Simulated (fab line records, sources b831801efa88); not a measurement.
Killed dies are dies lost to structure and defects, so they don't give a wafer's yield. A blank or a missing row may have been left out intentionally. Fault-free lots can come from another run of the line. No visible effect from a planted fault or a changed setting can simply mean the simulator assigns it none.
A struck lot beside a sound one || flow sky130 || 14 out of 708 route steps
Sound: these wafers, L579.2, L579.3, L579.5. Wafers struck: L582.1, L582.5, L582.6. The cause is named last.
For every step that has rows: the tool of each side, followed by ch and its chambers, followed by its first start. Under that, the readings that differ: sound wafers || struck wafers || difference of the means || sigmas: that difference in standard deviations of wafers without a fault.
alike: words and numbers the same on both sides, and readings whose means are apart by under 2 such deviations; not compared: readings that were withheld, readings missing a value for some wafer, numbers with overlapping values and no deviation given by the record, and bounds like >300 which may hide the same value.
The two part at a step that has a row with sigmas, a row that says differs or no value, or rows on one side only. Numbers that don't overlap but have no deviation are shown without sigmas and don't part them. A reading missing from all wafers of one side parts the sides only when that side holds two or more wafers.

SKY_RES_PROTECT_STRIP_07: strips in O2/N2.
  sound on plasma_asher-04 ch 0,1, day 15 07:36; struck on plasma_asher-03 ch 0,1, day 16 04:21
  alike: chamber_pressure_mTorr, drypump_motor_current_A, oes_product_au, strip_time_to_endpoint_s
  not compared: rf_hours_counter_h
SKY_RES_PROTECT_TW_MEAS_08:
  struck on film_metro-04, day 16 04:27; sound on film_metro-04, day 15 07:43
  alike: POLY_GATE_TW
then, 2 steps without rows for these wafers: SKY_RES_PROTECT_CLEAN_09 (cleans in SC1/SC2, time 150 s); SKY_POLY_GATE_CVD_03 (deposits Si3N4 from DCS/NH3, target thk 75 nm, time 1290 s).
SKY_POLY_GATE_THK_MEAS_04:
  struck on film_metro-02, day 16 07:26; sound on film_metro-01, day 15 09:11
{"reading": "POLY_GATE_CVD_03_THK (nm)", "sound": "74.3 73.6 74.6", "struck": "75.2 75.6 76.1", "difference": "+1.5", "sigmas": "+2"}
then, 7 steps without rows for these wafers: SKY_POLY_GATE_DEHYDRATE_05 (time 60 s); SKY_POLY_GATE_HMDS_06 (prime time 60 s); SKY_POLY_GATE_COAT_07 (resist thk 110 nm); SKY_POLY_GATE_COAT_08 (resist thk 450 nm); SKY_POLY_GATE_SOFTBAKE_09 (time 90 s); SKY_POLY_GATE_EXPOSE_10 (exposes mask P1M, target cd 150 nm); SKY_POLY_GATE_PEB_11.
SKY_POLY_GATE_DEVELOP_12: develop time 60 s.
  struck on litho_track-01, day 17 11:00; sound on litho_track-01 ch 0, day 16 13:00
  no value came back on the struck wafers for chill_plate_temp_C (C), develop_time_s (s); on the sound wafers chill_plate_temp_C (C) reads 23.03 22.95 23.06
{"reading": "model.KrF-thick_of_POLY_GATE_COAT_08.thk_nm (nm)", "sound": "437.6 436.5 436.5", "struck": "449.6 450 450", "difference": "+13.0", "sigmas": ""}
SKY_POLY_GATE_CD_MEAS_13: the cd target is 150 nm.
  struck on cd_sem-02, day 17 11:27; sound on cd_sem-01, day 16 13:10
{"reading": "cd_nm (nm)", "sound": "150.4 150.3 151.0", "struck": "- - -", "difference": "no value on the struck wafers", "sigmas": ""}

## WHERE THEY PART
Earliest at SKY_POLY_GATE_THK_MEAS_04; latest, in this record, at SKY_POLY_GATE_CD_MEAS_13.

WHY: the cause the simulator had injected
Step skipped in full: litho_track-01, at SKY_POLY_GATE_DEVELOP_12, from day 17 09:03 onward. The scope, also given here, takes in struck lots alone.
